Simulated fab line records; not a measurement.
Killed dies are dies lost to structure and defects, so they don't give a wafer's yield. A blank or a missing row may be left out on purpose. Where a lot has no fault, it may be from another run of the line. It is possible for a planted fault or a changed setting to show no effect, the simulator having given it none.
A lot that was struck, set against a sound lot ; flow sky130 ; 21 steps out of a route of 708
Sound: wafers L174.1, L174.2, L174.4. Struck: wafer L162.1. (L162.3 of the same lot was not struck and is left out.) The cause comes at the end.
Each step with rows lists, per side, the tool, then ch with its chambers, then its first start. Under that, the readings that differ: sound wafers ; struck wafers ; difference of the means ; sigmas: that difference in standard deviations of wafers without a fault.
alike: readings with means less than 2 such deviations apart, plus words and numbers identical on both sides. not compared: withheld readings, readings lacking a value on some wafer, bounds such as >300 that could conceal the same value, and numbers that have no deviation in the record and whose values overlap.
A row with sigmas, a row that says differs or no value, or rows on one side alone: a step with any of these is where the two part. Numbers that don't overlap but have no deviation are shown without sigmas and don't part them. A reading that every wafer of one side lacks parts them only if that side has two wafers or more.

SKY_SD_N_RS_MEAS_17: uses a four-point probe to measure.
  struck on film metro-02, day 28 21:20; sound on film metro-01, day 33 17:53
reading;sound;struck;difference;sigmas
hold;- - -;await dispo/1.4h/release;no value on the sound wafers;
SD_P_RS (ohm/sq);147.1 147.3 147.2;148.0;+0.8;+2
SKY_SD_N_RS_MEAS_18: uses a four-point probe to measure.
  struck on film metro-02, day 28 21:28; sound on film metro-01, day 33 18:00
  alike: RES_XHIGH_RS
then, 2 steps without rows for these wafers: SKY_SALICIDE_CLEAN_00 (cleans in HF-last, time 30 s); SKY_LI_CONTACT_HDPCVD_00 (deposits PSG, target thk 930 nm, time 155 s).
SKY_LI_CONTACT_THK_MEAS_01:
  struck on film metro-01, day 28 21:47; sound on film metro-01, day 33 18:14
  alike: LI_CONTACT_HDPCVD_THK
SKY_LI_CONTACT_CMP_02: polishes PSG.
  sound on cmp-01 ch 1,2,3, day 33 18:21; struck on cmp-02 ch 2, day 28 21:53
  alike: motor current A, time to endpoint s
SKY_LI_CONTACT_BOW_MEAS_03:
  struck on film metro-02, day 28 22:08; sound on film metro-01, day 33 18:38
  alike: LI_CONTACT_BOW
then, 5 steps without rows for these wafers: SKY_LI_CONTACT_DEHYDRATE_04 (time 60 s); SKY_LI_CONTACT_HMDS_05 (prime time 60 s); SKY_LI_CONTACT_COAT_06 (resist thk 60 nm); SKY_LI_CONTACT_COAT_07 (resist thk 450 nm); SKY_LI_CONTACT_SOFTBAKE_08 (time 90 s).
SKY_LI_CONTACT_EXPOSE_09: exposes mask LICM1, target cd 170 nm.
  sound on krf scanner-02 ch 0, day 34 07:20; struck on krf scanner-02 ch 0, day 29 09:55
  alike: mask
then, 2 steps without rows for these wafers: SKY_LI_CONTACT_PEB_10; SKY_LI_CONTACT_DEVELOP_11 (develop time 60 s).
SKY_LI_CONTACT_CD_MEAS_12 targets a cd of 170 nm.
  struck on cd sem-02, day 29 23:56; sound on cd sem-01, day 34 21:19
reading;sound;struck;difference;sigmas
cd nm (nm);168.3 168.1 170.5;156.8;-12.2;-7
  not compared: hold
SKY_LI_CONTACT_OVL_MEAS_13:
  struck on overlay-02, day 30 02:29; sound on overlay-02, day 34 21:26
reading;sound;struck;difference;sigmas
hold;- - -;await dispo/2.4h/release;no value on the sound wafers;
  alike: LI_CONTACT_OVL
SKY_LI_CONTACT_ETCH_14: etches BARC in N2/H2, stops on SiO2, time 45.9 s, target depth 60 nm.
  sound on rie diel-01 ch 0,2,3, day 34 21:28; struck on rie diel-03 ch 1, day 30 02:31
reading;sound;struck;difference;sigmas
model.LI_CONTACT.cd nm (nm);168.6 167.9 170.1;157;-12;
  alike: drypump motor current A, oes product au, rf fwd power W, throttle valve pct
  not compared: rf hours counter h
SKY_LI_CONTACT_ETCH_15: etches PSG in C4F8/O2/Ar, stops on Si, target depth 600 nm.
  sound on rie diel-01 ch 0,2,3, day 34 21:30; struck on rie diel-03 ch 1, day 30 02:34
reading;sound;struck;difference;sigmas
model.LI_CONTACT.cd nm (nm);169.2 167.8 170.7;156.5;-12.7;
  alike: oes product au, rf fwd power W
SKY_LI_CONTACT_STRIP_16: strips in O2/N2.
  sound on plasma asher-02 ch 0,1, day 34 21:35; struck on plasma asher-03 ch 1, day 30 02:39
  alike: drypump motor current A, oes product au, strip time to endpoint s
  not compared: rf hours counter h
-- here the record skips 16 days between the struck wafers' starts before and after, leaving off in module LI_CONTACT and picking up in module PAD_OPEN (first step shown: number 708 of the route) --
SKY_PAD_OPEN_PROBE_99:
  struck on prober-01, day 46 08:50; sound on prober-02, day 49 23:46
reading;sound;struck;difference;sigmas
model.etest.licon pdiff.rc ohm;603.8 605.7 582.1;654.2;+57.0;
model.etest.pfet_01v8.r on ohm um;2896 2899 2810;3016;+148;
model.etest.licon high po.rc ohm;353.6 372.2 347.3;410.9;+53.2;
model.etest.licon ndiff.rc ohm;180.8 186.1 187;210.2;+25.6;
model.etest.sonos uncharged.r on ohm um;820.7 816.5 802;821.8;+8.7;
model.etest.licon poly.rc ohm;151.4 158 153.1;163;+9;
model.etest.licon to gate.bv left v (V);25.11 25.99 25.01;26.87;+1.50;
model.etest.licon to gate.bv right v (V);25.5 26.19 25.4;28.81;+3.11;
  alike: killed_at_M0_to_M3, killed_at_M4_up, killed at contacts, killed at front end, killed at other, killed dies, killed open, killed short

## WHERE THEY PART
Earliest at SKY_SD_N_RS_MEAS_17; latest, in this record, at SKY_LI_CONTACT_OVL_MEAS_13. Later steps at which nothing parts them and some readings are alike: SKY_LI_CONTACT_ETCH_14, SKY_LI_CONTACT_ETCH_15, SKY_LI_CONTACT_STRIP_16, SKY_PAD_OPEN_PROBE_99.

WHY: what the simulator had put in
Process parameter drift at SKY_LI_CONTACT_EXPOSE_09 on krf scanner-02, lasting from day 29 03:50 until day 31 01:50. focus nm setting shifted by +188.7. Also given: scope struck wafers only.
